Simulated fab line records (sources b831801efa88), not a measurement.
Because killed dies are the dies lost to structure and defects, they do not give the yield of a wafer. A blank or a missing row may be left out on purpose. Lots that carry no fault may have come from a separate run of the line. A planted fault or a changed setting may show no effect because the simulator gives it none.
Struck lot and sound lot, side by side    flow gf180mcu    17 out of 602 route steps
Sound: wafers L624.2, L624.4, L624.6. Struck: wafers L637.1, L637.3, L637.5. Last of all comes the cause.
Order at every step that has rows: each side's tool, ch and its chambers, its first start. Under that, the readings that differ: sound wafers    struck wafers    difference of the means    sigmas: that difference in standard deviations of wafers without a fault.
alike: a reading whose means differ by less than 2 such deviations, as well as words and numbers matching on both sides. not compared: withheld readings; readings where some wafer has no value; bounds like >300 that might hide an equal value; numbers whose values overlap and for which the record gives no deviation.
The two part at a step that has a row with sigmas, a row that says differs or no value, or rows on one side only. When numbers do not overlap yet have no deviation, they are printed without sigmas and do not part them. A reading that every wafer of one side lacks parts them only if that side has two wafers or more.

GF_V5_CMP_04: polishes SiO2.
  sound on cmp-01 ch 0,1, day 27 13:23; struck on cmp-01 ch 2,3, day 31 05:15
  alike: head_pressure_psi, motor_current_A, platen_rpm, slurry_flow_ml_min
GF_V5_BOW_MEAS_05:
  sound: film_metro-01 at day 27 13:43; struck: film_metro-01 at day 31 05:30
  alike: V5_BOW
then, 8 steps without rows for these wafers: GF_V5_DEHYDRATE_06 (time 60 s); GF_V5_HMDS_07 (prime time 60 s); GF_V5_COAT_08; GF_V5_COAT_09 (resist thk 1000 nm); GF_V5_SOFTBAKE_10 (time 60 s); GF_V5_EXPOSE_11 (exposes mask Via5, target cd 260 nm); GF_V5_PEB_12 (peb time 90 s); GF_V5_DEVELOP_13 (develop time 60 s).
GF_V5_CD_MEAS_14: target cd 260 nm.
  sound: cd_sem-02 at day 28 09:14; struck: cd_sem-02 at day 31 22:35
  alike: cd_nm
GF_V5_OVL_MEAS_15:
  sound: overlay-02 at day 28 09:20; struck: overlay-02 at day 31 22:42
  alike: V5_OVL
GF_V5_ETCH_16: etches BARC in N2/H2.
  sound on rie_diel-01 ch 1,3, day 28 09:22; struck on rie_diel-03 ch 0,1,3, day 31 22:44
  no value came back on the struck wafers for any of 5 readings (bias_w (W), chamber_pressure_mTorr (mTorr) and others); on the sound wafers bias_w (W) reads 100.50 99.96 99.51
GF_V5_ETCH_17: etches SiO2 in C4F8/O2/Ar, stops on TiN, target depth 855 nm.
  sound on rie_diel-01 ch 1,3; struck on rie_diel-03 ch 0,1,3
reading                sound              struck             difference  sigmas
oes_product_au (a.u.)  0.860 0.858 0.858  0.380 0.369 0.373  -0.485      -99 or more
  alike: bias_w, chamber_pressure_mTorr
GF_V5_STRIP_18: strips in O2/N2.
  sound on plasma_asher-02 ch 0,1, day 28 09:32; struck on plasma_asher-02 ch 0,1, day 31 22:53
reading                sound              struck             difference  sigmas
oes_product_au (a.u.)  0.569 0.568 0.571  0.593 0.576 0.585  +0.015      +3
  alike: drypump_motor_current_A, heater_power_w, o2_flow_sccm
  not compared: rf_hours_counter_h
then, 1 step without rows for these wafers: GF_V5_STRIP_19 (strips in post etch residue remover, time 1200 s).
GF_PASSIVATION_PROBE_99:
  only the struck wafers here have rows in the record (prober-02, day 33 12:01); the sound ones have none

WHERE THEY PART
Last at GF_PASSIVATION_PROBE_99 as far as this record goes, first at GF_V5_ETCH_16.

WHY: what had been put in by the simulator
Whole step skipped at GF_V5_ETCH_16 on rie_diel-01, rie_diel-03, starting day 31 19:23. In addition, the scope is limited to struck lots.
